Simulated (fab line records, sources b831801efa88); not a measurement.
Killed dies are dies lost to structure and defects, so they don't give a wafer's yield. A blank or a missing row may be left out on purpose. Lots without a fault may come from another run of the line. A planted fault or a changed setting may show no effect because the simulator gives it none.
Problem report in the 8D (eight disciplines) form, filled by code | flow sky130 | the parts of the form that need people (team, actions taken, sign-off) are left out

1. THE PROBLEM
CONTACT_CVD_00_THK at SKY_CONTACT_THK_MEAS_01 reads a mean of 109.7 nm on 2 wafers of 2 lots; wafers without a fault read 74.6 nm with a standard deviation of 0.88. That is +40 standard deviations from the usual mean.
First seen on wafer L762.6, day 35 01:16, on film_metro-02. The record holds 33 wafers of 11 lots with a number at this step. Rule for "out", or "out of limits": more than 4 standard deviations from the usual mean. The other wafers with a number count as sound.

2. WHAT IT IS AND WHAT IT IS NOT
question                    | is                           | is not
which readings at this step | CONTACT_CVD_00_THK           | -
which lots                  | L762, L763                   | L748, L749, L750, L753, L754, L755, L756, L757, L759
which wafers of those lots  | L762.6, L763.6               | L762.1, L762.5, L763.2, L763.4
read on which gauges        | film_metro-01, film_metro-02 | film_metro-04
when                        | from day 35 01:16            | up to then (29 sound wafers); but 2 sound wafers of L763 came after

3. SUSPECTS, AND WHAT RULES EACH OUT
Counting: a tool at a process step up to the reading stays a suspect if it ran every lot that is out. Sound lots after the first of them don't rule it out here, since some wafers of a struck lot are sound.
- the gauge at SKY_CONTACT_THK_MEAS_01: ruled out. The wafers that are out were read on 2 gauges (film_metro-01, film_metro-02).
- plasma_asher-03 at SKY_GATE_OXIDE_STRIP_13 (strips in O2/N2): kept. It ran every lot that is out, first L762 (day 18 16:27); its last sound lot up to then is L756 (day 16 12:59).
- pecvd-03 at SKY_CONTACT_CVD_00 (deposits Si3N4, target thk 75 nm): kept. It ran every lot that is out, first L762 (day 35 01:14); its last sound lot up to then is L757 (day 33 13:26).
Left after counting: plasma_asher-03 at SKY_GATE_OXIDE_STRIP_13, pecvd-03 at SKY_CONTACT_CVD_00.

4. THE CAUSE (what the simulator had put in)
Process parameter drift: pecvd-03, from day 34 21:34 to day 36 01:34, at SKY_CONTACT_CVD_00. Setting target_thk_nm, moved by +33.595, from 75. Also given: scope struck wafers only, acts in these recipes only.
Counting left 2 suspects, and this tool is among them.

5. THE CHAIN OF EFFECTS, in route order
Each row: a reading whose mean over the struck wafers that have a number lies more than 3 standard deviations from the usual. Only readings for which the record gives a usual standard deviation are gone through. hours: the time from each lot's start at the first step in this table that gives one to its start at this step, as a median over the lots. sigmas: the change in usual standard deviations.
hours | step                    | reading            | usual      | on struck wafers | change | sigmas
0     | SKY_CONTACT_THK_MEAS_01 | CONTACT_CVD_00_THK | 74.6 nm    | 109.7            | +35.1  | +40
-     | SKY_CONTACT_ETCH_18     | oes_product_au     | 0.852 a.u. | 0.995            | +0.143 | +18
-     | SKY_CONTACT_ETCH_18     | throttle_valve_pct | 8.794 %    | 8.828            | +0.034 | +4.0
338   | SKY_PAD_OPEN_PROBE_99   | killed_at_contacts | 25         | 434              | +410   | +79
338   | SKY_PAD_OPEN_PROBE_99   | killed_dies        | 85         | 492              | +407   | +41
338   | SKY_PAD_OPEN_PROBE_99   | killed_on_rim      | 17         | 96               | +79    | +20
The process steps in it:
- SKY_CONTACT_ETCH_18: etches Si3N4 in CHF3/O2, stops on TiN, time 39 s, target depth 75 nm.
- SKY_PAD_OPEN_PROBE_99

6. WHAT WOULD HAVE CAUGHT IT SOONER
In this record the first reading out of limits at a measuring or inspecting step was taken at day 35 01:16, 4 hours after the fault began at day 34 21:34.
Of the tool readings at SKY_CONTACT_CVD_00 for which the record gives a usual standard deviation, none was out on any struck wafer, so an alarm limit of 4 standard deviations on them would not have fired.
Of the lots that are out (2), L763 began SKY_CONTACT_CVD_00 on pecvd-03 after day 35 01:16. A hold on the tool at that time would have spared it.
